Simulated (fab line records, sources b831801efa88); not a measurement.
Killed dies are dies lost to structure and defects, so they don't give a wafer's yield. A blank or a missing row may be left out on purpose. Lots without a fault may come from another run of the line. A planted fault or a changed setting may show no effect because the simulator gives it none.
Chamber matching | flow sky130 | SKY_FIELD_ISO_CMP_27 on cmp-02: 4 sister chambers
The step polishes, stops on Si3N4, t overpolish 16 s, target thk 457.8 nm. 18 wafers are shown with their chamber, then 9 later ones without.

WAFERS WITH THEIR CHAMBER
wafer  | chamber | motor_current_A (A) | time_to_endpoint_s (s) | slurry_filter_dp_kPa (kPa)
L226.2 | 1       | 12.0                | 114                    | 13.72
L226.3 | 2       | 9.3                 | 109                    | 13.40
L226.5 | 2       | 9.4                 | 107                    | 13.32
L228.1 | 1       | 11.9                | 112                    | 13.56
L228.2 | 2       | 9.3                 | 114                    | 13.65
L228.5 | 3       | 10.6                | 114                    | 13.39
L233.2 | 3       | 10.7                | 111                    | 13.36
L233.3 | 0       | 12.7                | 107                    | 13.59
L233.4 | 1       | 11.9                | 111                    | 13.36
L234.1 | 2       | 9.2                 | 106                    | 13.36
L234.4 | 0       | 12.5                | 106                    | 13.51
L234.6 | 0       | 12.3                | 106                    | 13.63
L235.2 | 0       | 12.1                | 107                    | 13.38
L235.3 | 3       | 11.1                | 108                    | 13.57
L235.6 | 0       | 12.4                | 109                    | 13.44
L241.1 | 3       | 10.8                | 108                    | 13.67
L241.2 | 0       | 12.8                | 107                    | 13.52
L241.4 | 2       | 9.8                 | 103                    | 13.41

SIGNATURES (means of the wafers above)
reading              | chamber 0 | chamber 1 | chamber 2 | chamber 3 | scatter within a chamber
motor_current_A      | 12.467    | 11.933    | 9.400     | 10.800    | 0.224
time_to_endpoint_s   | 107.00    | 112.33    | 107.80    | 110.25    | 2.7
slurry_filter_dp_kPa | 13.5117   | 13.5467   | 13.4280   | 13.4975   | 0.131
Rule: a wafer's distance from a chamber is the root of the sum, over the readings, of the square of ((its reading less the chamber's mean) divided by the reading's scatter). The wafer belongs to the nearest chamber; if the next one is less than 2 further off, it can't be placed. The scatter: the root of (the sum of the squares of (reading less its chamber's mean) over the shown wafers, divided by (wafers less chambers)).

WAFERS WITHOUT THEIR CHAMBER
wafer  | motor_current_A (A) | time_to_endpoint_s (s) | slurry_filter_dp_kPa (kPa)
L242.1 | 12.8                | 112                    | 13.24
L242.2 | 9.7                 | 104                    | 13.62
L242.6 | 9.9                 | 105                    | 13.62
L243.3 | 10.7                | 111                    | 13.53
L243.4 | 12.7                | 117                    | 13.54
L243.5 | 12.0                | 112                    | 13.42
L246.1 | 12.4                | 112                    | 13.41
L246.5 | 12.3                | 109                    | 13.56
L246.6 | 12.8                | 109                    | 13.46

WHICH CHAMBER EACH WENT THROUGH
wafer  | from the rows above     | in truth
L242.1 | can't be placed: 0 or 1 | 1
L242.2 | 2                       | 2
L242.6 | can't be placed: 2 or 3 | 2
L243.3 | 3                       | 3
L243.4 | can't be placed: 1 or 0 | 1
L243.5 | can't be placed: 1 or 0 | 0
L246.1 | can't be placed: 0 or 1 | 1
L246.5 | can't be placed: 0 or 1 | 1
L246.6 | 0                       | 0
Placed correctly: 3 of 9. Can't be placed from these rows: 6 (the true chamber is among the candidates in 6). Placed wrongly: 0.
